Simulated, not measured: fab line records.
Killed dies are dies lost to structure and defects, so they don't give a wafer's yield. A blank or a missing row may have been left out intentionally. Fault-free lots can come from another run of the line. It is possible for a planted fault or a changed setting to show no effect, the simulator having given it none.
Which of the tools did it? + flow gf180mcu + 15 lots with 45 wafers sampled at 4 steps, on a route of 602 steps

== WHAT EACH GAUGE READ, for each wafer ==
No reading from a measuring or inspecting step in the record can be judged against a usual standard deviation.

== EACH LOT AND THE TOOL THAT RAN IT (in order: tool; ch and the chambers of the sampled wafers; start) ==
| lot  | GF_M2_SPUTTER_01             | GF_M2_SPUTTER_04             | GF_M2_METAL_ETCH_16               | GF_V2_SPUTTER_21             |
|------|------------------------------|------------------------------|-----------------------------------|------------------------------|
| L656 | pvd sputter-01, day 18 17:11 | pvd sputter-01, day 18 17:16 | rie metal-04 ch 0,1, day 19 18:12 | pvd sputter-04, day 20 21:49 |
| L657 | pvd sputter-03, day 19 03:38 | pvd sputter-03, day 19 03:43 | rie metal-03 ch 0, day 20 04:55   | pvd sputter-02, day 21 07:47 |
| L658 | pvd sputter-01, day 19 16:50 | pvd sputter-01, day 19 16:55 | rie metal-03 ch 0, day 20 17:53   | pvd sputter-04, day 21 20:19 |
| L659 | pvd sputter-04, day 20 04:56 | pvd sputter-04, day 20 05:06 | rie metal-04 ch 0,1, day 21 05:33 | pvd sputter-02, day 22 07:31 |
| L660 | pvd sputter-04, day 20 10:59 | pvd sputter-04, day 20 11:09 | rie metal-01 ch 0, day 21 11:48   | pvd sputter-04, day 22 13:52 |
| L661 | pvd sputter-03, day 21 03:11 | pvd sputter-03, day 21 03:16 | rie metal-01 ch 0,1, day 22 02:54 | pvd sputter-01, day 23 03:52 |
| L662 | pvd sputter-01, day 21 03:31 | pvd sputter-01, day 21 03:35 | rie metal-04 ch 1, day 22 03:01   | pvd sputter-02, day 23 04:13 |
| L663 | pvd sputter-01, day 21 17:22 | pvd sputter-01, day 21 17:26 | rie metal-04 ch 1, day 22 17:50   | pvd sputter-02, day 23 19:02 |
| L664 | pvd sputter-04, day 21 22:58 | pvd sputter-04, day 21 23:03 | rie metal-01 ch 0,1, day 22 21:58 | pvd sputter-04, day 23 22:28 |
| L665 | pvd sputter-03, day 22 07:22 | pvd sputter-03, day 22 07:26 | rie metal-04 ch 0,1, day 23 06:42 | pvd sputter-04, day 24 07:22 |
| L666 | pvd sputter-01, day 22 16:16 | pvd sputter-01, day 22 16:20 | rie metal-04 ch 0,1, day 23 15:00 | pvd sputter-01, day 24 15:58 |
| L668 | pvd sputter-01, day 23 06:10 | pvd sputter-01, day 23 06:14 | rie metal-04 ch 0, day 24 04:50   | pvd sputter-04, day 25 05:08 |
| L673 | pvd sputter-03, day 25 00:29 | pvd sputter-03, day 25 00:34 | rie metal-04 ch 0,1, day 25 22:28 | pvd sputter-01, day 26 21:53 |
| L674 | pvd sputter-01, day 25 08:31 | pvd sputter-01, day 25 08:36 | rie metal-04 ch 0,1, day 26 05:45 | pvd sputter-02, day 27 04:08 |
| L675 | pvd sputter-03, day 25 11:23 | pvd sputter-03, day 25 11:28 | rie metal-01 ch 0,1, day 26 08:23 | pvd sputter-04, day 27 07:04 |
- GF_M2_SPUTTER_01: material TiN, target thk 30 nm, time 25 s.
- GF_M2_SPUTTER_04: material TiN, target thk 50 nm, time 41.7 s.
- GF_M2_METAL_ETCH_16: etches the open film in Cl2/BCl3, stops on SiO2, target depth 627.5 nm, time 104.6 s.
- GF_V2_SPUTTER_21: material Ti, target thk 15 nm, time 80.02 s.

== WHAT THE TOOLS THEMSELVES READ (means of the sampled wafers that have a number; where no wafer has one, the mark that the record gives instead) ==
GF_M2_SPUTTER_01. Usual: cathode dc power W 6500.1 W, standard deviation 1.2; chamber pressure pa 0.3999 Pa, standard deviation 0.0008; throttle valve pct 30.2 %, standard deviation 0.59.
| lot  | tool           | cathode dc power W (W) | chamber pressure pa (Pa) | throttle valve pct (%) | flag |
|------|----------------|------------------------|--------------------------|------------------------|------|
| L656 | pvd sputter-01 | 6500.0                 | 0.4003                   | 30.3                   |      |
| L657 | pvd sputter-03 | 6500.0                 | 0.3997                   | 30.3                   |      |
| L658 | pvd sputter-01 | 6500.1                 | 0.3993                   | 30.4                   |      |
| L659 | pvd sputter-04 | 6501.5                 | 0.4000                   | 30.5                   |      |
| L660 | pvd sputter-04 | 6500.4                 | 0.3993                   | 30.7                   |      |
| L661 | pvd sputter-03 | 6500.2                 | 0.4001                   | 29.5                   |      |
| L662 | pvd sputter-01 | 6499.4                 | 0.3998                   | 30.5                   |      |
| L663 | pvd sputter-01 | 6499.1                 | 0.3998                   | 30.4                   |      |
| L664 | pvd sputter-04 | 6499.8                 | 0.3999                   | 30.7                   |      |
| L665 | pvd sputter-03 | 6500.8                 | 0.4005                   | 30.2                   |      |
| L666 | pvd sputter-01 | 6500.4                 | 0.4011                   | 30.5                   |      |
| L668 | pvd sputter-01 | 6501.3                 | 0.4009                   | 30.2                   |      |
| L673 | pvd sputter-03 | 6500.7                 | 0.3996                   | 29.5                   |      |
| L674 | pvd sputter-01 | 6500.5                 | 0.4009                   | 30.5                   |      |
| L675 | pvd sputter-03 | 6499.5                 | 0.3998                   | 29.6                   |      |

GF_M2_SPUTTER_04. Usual: cathode dc power W 6500.1 W, standard deviation 1.1; chamber pressure pa 0.3999 Pa, standard deviation 0.00081; throttle valve pct 30.2 %, standard deviation 0.57.
| lot  | tool           | cathode dc power W (W) | chamber pressure pa (Pa) | throttle valve pct (%) | flag |
|------|----------------|------------------------|--------------------------|------------------------|------|
| L656 | pvd sputter-01 | 6501.3                 | 0.4000                   | 30.4                   |      |
| L657 | pvd sputter-03 | 6499.1                 | 0.3997                   | 30.1                   |      |
| L658 | pvd sputter-01 | 6498.1                 | 0.3998                   | 30.4                   |      |
| L659 | pvd sputter-04 | 6499.1                 | 0.3998                   | 30.6                   |      |
| L660 | pvd sputter-04 | 6501.1                 | 0.4003                   | 30.7                   |      |
| L661 | pvd sputter-03 | 6500.9                 | 0.3997                   | 29.7                   |      |
| L662 | pvd sputter-01 | 6501.0                 | 0.3991                   | 30.5                   |      |
| L663 | pvd sputter-01 | 6500.0                 | 0.3999                   | 30.2                   |      |
| L664 | pvd sputter-04 | 6502.0                 | 0.4000                   | 30.5                   |      |
| L665 | pvd sputter-03 | 6500.0                 | 0.4007                   | 29.9                   |      |
| L666 | pvd sputter-01 | 6499.5                 | 0.4001                   | 30.3                   |      |
| L668 | pvd sputter-01 | 6499.5                 | 0.4000                   | 30.2                   |      |
| L673 | pvd sputter-03 | 6500.3                 | 0.4005                   | 29.6                   |      |
| L674 | pvd sputter-01 | 6499.4                 | 0.4008                   | 30.0                   |      |
| L675 | pvd sputter-03 | 6499.4                 | 0.4000                   | 29.5                   |      |

GF_M2_METAL_ETCH_16. Usual: bcl3 flow sccm 39.97 sccm, standard deviation 0.12; drypump motor current A 5.5 A, standard deviation 0.36; he backside leak sccm 3.5 sccm, standard deviation 0.56; oes product au 0.969 a.u., standard deviation 0.0068; throttle valve pct 28.252 %, standard deviation 0.011.
| lot  | tool         | bcl3 flow sccm (sccm) | drypump motor current A (A) | he backside leak sccm (sccm) | oes product au (a.u.) | throttle valve pct (%) | flag |
|------|--------------|-----------------------|-----------------------------|------------------------------|-----------------------|------------------------|------|
| L656 | rie metal-04 | 39.94                 | 5.4                         | 3.4                          | 0.965                 | 28.260                 |      |
| L657 | rie metal-03 | 39.94                 | 5.7                         | 3.5                          | 0.974                 | 28.254                 |      |
| L658 | rie metal-03 | 40.00                 | 5.7                         | 3.6                          | 0.968                 | 28.249                 |      |
| L659 | rie metal-04 | 40.07                 | 5.3                         | 3.3                          | 0.973                 | 28.257                 |      |
| L660 | rie metal-01 | 39.90                 | 5.4                         | 3.0                          | 0.967                 | 28.257                 |      |
| L661 | rie metal-01 | 39.97                 | 5.9                         | 3.4                          | 0.974                 | 28.243                 |      |
| L662 | rie metal-04 | 39.94                 | 5.6                         | 4.4                          | 0.969                 | 28.264                 |      |
| L663 | rie metal-04 | 40.05                 | 5.6                         | 3.3                          | 0.971                 | 28.249                 |      |
| L664 | rie metal-01 | 40.02                 | 5.6                         | 3.3                          | 0.969                 | 28.253                 |      |
| L665 | rie metal-04 | 39.98                 | 5.3                         | 3.2                          | 0.960                 | 28.260                 |      |
| L666 | rie metal-04 | 39.90                 | 5.3                         | 3.4                          | 0.966                 | 28.259                 |      |
| L668 | rie metal-04 | 39.93                 | 5.1                         | 3.4                          | 0.974                 | 28.244                 |      |
| L673 | rie metal-04 | 40.04                 | 5.3                         | 3.3                          | 0.969                 | 28.261                 |      |
| L674 | rie metal-04 | 39.86                 | 5.4                         | 3.4                          | 0.976                 | 28.242                 |      |
| L675 | rie metal-01 | 40.00                 | 5.6                         | 3.2                          | 0.975                 | 28.243                 |      |

GF_V2_SPUTTER_21. Usual: cathode dc power W 2500.0 W, standard deviation 0.43; chamber pressure pa 5.001 Pa, standard deviation 0.011; throttle valve pct 30.6 %, standard deviation 0.86.
| lot  | tool           | cathode dc power W (W) | chamber pressure pa (Pa) | throttle valve pct (%) | flag |
|------|----------------|------------------------|--------------------------|------------------------|------|
| L656 | pvd sputter-04 | 2499.8                 | 4.999                    | 30.5                   |      |
| L657 | pvd sputter-02 | 2499.9                 | 4.994                    | 30.6                   |      |
| L658 | pvd sputter-04 | 2500.3                 | 5.004                    | 30.8                   |      |
| L659 | pvd sputter-02 | 2500.0                 | 5.003                    | 30.4                   |      |
| L660 | pvd sputter-04 | 2500.3                 | 4.994                    | 30.3                   |      |
| L661 | pvd sputter-01 | 2499.8                 | 5.007                    | 30.5                   |      |
| L662 | pvd sputter-02 | 2500.0                 | 4.995                    | 30.1                   |      |
| L663 | pvd sputter-02 | 2500.4                 | 4.998                    | 30.4                   |      |
| L664 | pvd sputter-04 | 2499.5                 | 5.000                    | 30.2                   |      |
| L665 | pvd sputter-04 | 2499.7                 | 5.010                    | 30.7                   |      |
| L666 | pvd sputter-01 | 2500.2                 | 5.002                    | 30.2                   |      |
| L668 | pvd sputter-04 | 2500.1                 | 4.995                    | 30.9                   |      |
| L673 | pvd sputter-01 | -                      | -                        | -                      | OFF  |
| L674 | pvd sputter-02 | -                      | -                        | -                      | OFF  |
| L675 | pvd sputter-04 | -                      | -                        | -                      | OFF  |

== THE ANSWER, worked out from the rows above alone ==
Rule: a lot is off if the mean of its wafers that have a number lies more than 3 standard deviations from the usual mean. Also off: a lot with no number at a reading for which 4 or more lots have one. All remaining lots with rows at the step are treated as sound. The gauges are gone through in route order, then the tools' own readings, and for those a lot's mean is taken as printed above. At the first step where some lot is off, the reading lying furthest off is the one used; lots without a number count as furthest.
Off, at GF_V2_SPUTTER_21 on cathode dc power W: L673, L674, L675. Without a number there: L673, L674, L675.
A tool fits if, at that step or a process step before it, it ran every lot that is off, and no sound lot after the first of them. Of those tried, none fits.

== WHAT WAS PUT IN BY THE SIMULATOR ==
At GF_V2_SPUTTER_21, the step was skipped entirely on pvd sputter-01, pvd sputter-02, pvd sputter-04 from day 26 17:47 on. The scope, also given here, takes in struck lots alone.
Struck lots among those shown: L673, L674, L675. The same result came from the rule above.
